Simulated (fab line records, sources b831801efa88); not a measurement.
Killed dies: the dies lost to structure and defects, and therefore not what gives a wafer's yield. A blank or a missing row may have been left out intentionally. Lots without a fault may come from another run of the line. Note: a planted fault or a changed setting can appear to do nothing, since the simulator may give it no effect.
The tool behind it: which one?    flow sfq line    45 wafers from 15 lots sampled at 4 of the route's 325 steps

== WHAT THE GAUGES SHOWED, per wafer ==
No reading from a measuring or inspecting step in the record can be judged against a usual standard deviation.

== WHICH TOOL RAN EACH LOT (tool, then ch and the chambers of the sampled wafers, then the start) ==
lot   SFQ_TRILAYER_M0_STRIP_STRIP_025    SFQ_TRILAYER_M1_ETCH_METAL_ETCH_042  SFQ_TRILAYER_I1_METRO_MEASURE_047  SFQ_TRILAYER_I3_VIA_BARC_OPEN_VIA_ETCH_121
L898  rie metal-01 ch 0,1, day 11 23:05  rie metal-04 ch 0,1, day 24 02:00    film metro-02, day 24 06:18        rie diel-02 ch 1,2,3, day 44 17:15
L901  rie metal-03 ch 0,1, day 12 05:05  rie metal-04 ch 0,1, day 24 11:36    film metro-01, day 24 16:54        rie diel-04 ch 0,2,3, day 45 14:07
L902  rie metal-03 ch 0,1, day 12 08:41  rie metal-03 ch 0,1, day 24 14:00    film metro-01, day 24 19:54        rie diel-01 ch 0,1,2, day 45 16:31
L905  rie metal-04 ch 0,1, day 14 09:01  rie metal-02 ch 0,1, day 26 18:20    film metro-02, day 26 22:48        rie diel-01 ch 0,2,3, day 47 10:39
L906  rie metal-01 ch 0,1, day 14 20:49  rie metal-03 ch 0,1, day 27 00:18    film metro-01, day 27 04:36        rie diel-04 ch 0,2,3, day 48 08:15
L907  rie metal-04 ch 0,1, day 15 10:01  rie metal-02 ch 0,1, day 28 15:30    film metro-01, day 29 00:05        rie diel-02 ch 0,1,2, day 48 13:03
L908  rie metal-04 ch 0,1, day 15 19:31  rie metal-03 ch 0,1, day 29 17:34    film metro-02, day 30 00:12        rie diel-01 ch 0,2, day 49 03:27
L912  rie metal-03 ch 0,1, day 17 18:31  rie metal-03 ch 0,1, day 31 19:49    film metro-02, day 32 00:52        rie diel-01 ch 1,2, day 50 14:30
L914  rie metal-04 ch 0,1, day 18 07:43  rie metal-03 ch 0,1, day 32 09:01    film metro-01, day 32 13:42        rie diel-01 ch 0,1,3, day 51 21:40
L915  rie metal-04 ch 0, day 18 12:19    rie metal-02 ch 0,1, day 33 00:15    film metro-02, day 33 04:32        rie diel-01 ch 2,3, day 52 03:40
L916  rie metal-01 ch 0,1, day 18 17:07  rie metal-03 ch 1, day 33 03:51      film metro-01, day 33 07:56        rie diel-02 ch 0,2, day 52 06:02
L917  rie metal-01 ch 0,1, day 18 21:34  rie metal-04 ch 0,1, day 33 07:27    film metro-01, day 33 12:08        rie diel-01 ch 1,2, day 52 07:14
L918  rie metal-01 ch 1, day 19 04:56    rie metal-04 ch 0,1, day 33 11:03    film metro-02, day 33 15:10        rie diel-02 ch 1,3, day 52 17:55
L919  rie metal-01 ch 1, day 19 16:56    rie metal-03 ch 0,1, day 33 18:15    film metro-02, day 33 22:20        rie diel-01 ch 0,2,3, day 53 06:02
L920  rie metal-01 ch 1, day 20 02:40    rie metal-03 ch 0, day 33 21:51      film metro-01, day 34 01:56        rie diel-04 ch 0,1,2, day 53 07:47
- SFQ_TRILAYER_M0_STRIP_STRIP_025: strips in O2.
- SFQ_TRILAYER_M1_ETCH_METAL_ETCH_042: etches Nb in Cl2/Ar, stops on SiO2, target depth 240 nm, time 120 s.
- SFQ_TRILAYER_I1_METRO_MEASURE_047
- SFQ_TRILAYER_I3_VIA_BARC_OPEN_VIA_ETCH_121: etches BARC in O2, target depth 125 nm, time 41.7 s.

== WHAT THE TOOLS THEMSELVES READ (means of the sampled wafers that have a number; where no wafer has one, the mark that the record gives instead) ==
SFQ_TRILAYER_M0_STRIP_STRIP_025.
lot   tool          drypump motor current A (A)  oes product au (a.u.)
L898  rie metal-01  6.1                          1.002
L901  rie metal-03  6.1                          1.002
L902  rie metal-03  6.1                          1.001
L905  rie metal-04  5.3                          0.999
L906  rie metal-01  6.1                          1.000
L907  rie metal-04  5.6                          1.006
L908  rie metal-04  5.3                          1.014
L912  rie metal-03  6.1                          1.004
L914  rie metal-04  5.6                          1.008
L915  rie metal-04  5.1                          1.001
L916  rie metal-01  6.3                          1.000
L917  rie metal-01  6.2                          0.992
L918  rie metal-01  5.9                          1.004
L919  rie metal-01  5.9                          0.998
L920  rie metal-01  5.9                          1.002

SFQ_TRILAYER_M1_ETCH_METAL_ETCH_042.
lot   tool          bias w (W)  chamber pressure mTorr (mTorr)  drypump motor current A (A)  oes product au (a.u.)
L898  rie metal-04  80.16       10.010                          5.3                          0.898
L901  rie metal-04  80.26       9.994                           5.6                          0.898
L902  rie metal-03  79.86       10.005                          6.1                          0.901
L905  rie metal-02  -           -                               -                            -
L906  rie metal-03  -           -                               -                            -
L907  rie metal-02  -           -                               -                            -
L908  rie metal-03  79.94       10.006                          6.1                          0.891
L912  rie metal-03  80.06       9.990                           6.0                          0.889
L914  rie metal-03  80.23       10.000                          6.1                          0.894
L915  rie metal-02  80.14       9.993                           5.7                          0.893
L916  rie metal-03  79.93       10.007                          6.0                          0.896
L917  rie metal-04  79.71       10.005                          5.6                          0.894
L918  rie metal-04  80.07       9.997                           5.6                          0.896
L919  rie metal-03  79.77       10.005                          6.1                          0.888
L920  rie metal-03  80.12       9.991                           6.1                          0.892

SFQ_TRILAYER_I1_METRO_MEASURE_047.
lot   tool           thk nm (nm)
L898  film metro-02  201.5
L901  film metro-01  200.7
L902  film metro-01  200.5
L905  film metro-02  201.4
L906  film metro-01  201.2
L907  film metro-01  199.1
L908  film metro-02  199.9
L912  film metro-02  199.4
L914  film metro-01  199.7
L915  film metro-02  200.2
L916  film metro-01  198.8
L917  film metro-01  200.7
L918  film metro-02  199.6
L919  film metro-02  200.3
L920  film metro-01  199.8

SFQ_TRILAYER_I3_VIA_BARC_OPEN_VIA_ETCH_121.
lot   tool         bias w (W)  chamber pressure mTorr (mTorr)  drypump motor current A (A)  oes product au (a.u.)
L898  rie diel-02  80.04       30.008                          5.8                          0.687
L901  rie diel-04  80.12       30.016                          5.2                          0.686
L902  rie diel-01  80.09       29.999                          5.8                          0.684
L905  rie diel-01  79.92       30.028                          5.8                          0.685
L906  rie diel-04  80.02       30.006                          5.2                          0.691
L907  rie diel-02  79.83       30.000                          5.7                          0.688
L908  rie diel-01  80.02       29.998                          5.9                          0.686
L912  rie diel-01  80.09       30.006                          6.1                          0.680
L914  rie diel-01  79.87       30.025                          5.7                          0.683
L915  rie diel-01  79.89       29.996                          6.0                          0.685
L916  rie diel-02  79.72       30.004                          5.4                          0.685
L917  rie diel-01  80.17       30.004                          6.1                          0.685
L918  rie diel-02  79.83       29.998                          5.8                          0.689
L919  rie diel-01  80.13       29.987                          5.8                          0.681
L920  rie diel-04  80.14       30.009                          5.3                          0.688

== THE ANSWER, worked out from the rows above alone ==
Rule: the lots themselves supply what counts as usual. Put in order of their means at a reading, lots are off if they are a third of the lots or fewer, leave a main group of 4 or more, and stand apart from it by a gap of 3 or more times the standard deviation of the main group's means; of several such gaps the widest counts. A main group whose means are all the same, to the digits that the tables above print for the reading, isn't used. Also off: a lot with no number at a reading for which 4 or more lots have one. All remaining lots with rows at the step are treated as sound. Order of review: gauges by route order, followed by the tools' own readings, for which a lot's mean as printed above is used. At the first step where some lot is off, the reading lying furthest off is the one used; lots without a number count as furthest.
Off: L905, L906, L907, at SFQ_TRILAYER_M1_ETCH_METAL_ETCH_042 (bias w). Without a number there: L905, L906, L907. Mean 80.02 W and standard deviation 0.17 in the main group.
A tool fits if, at that step or a process step before it, it ran every lot that is off, and no sound lot after the first of them. Of those tried, none fits.

== WHAT THE SIMULATOR HAD PUT IN ==
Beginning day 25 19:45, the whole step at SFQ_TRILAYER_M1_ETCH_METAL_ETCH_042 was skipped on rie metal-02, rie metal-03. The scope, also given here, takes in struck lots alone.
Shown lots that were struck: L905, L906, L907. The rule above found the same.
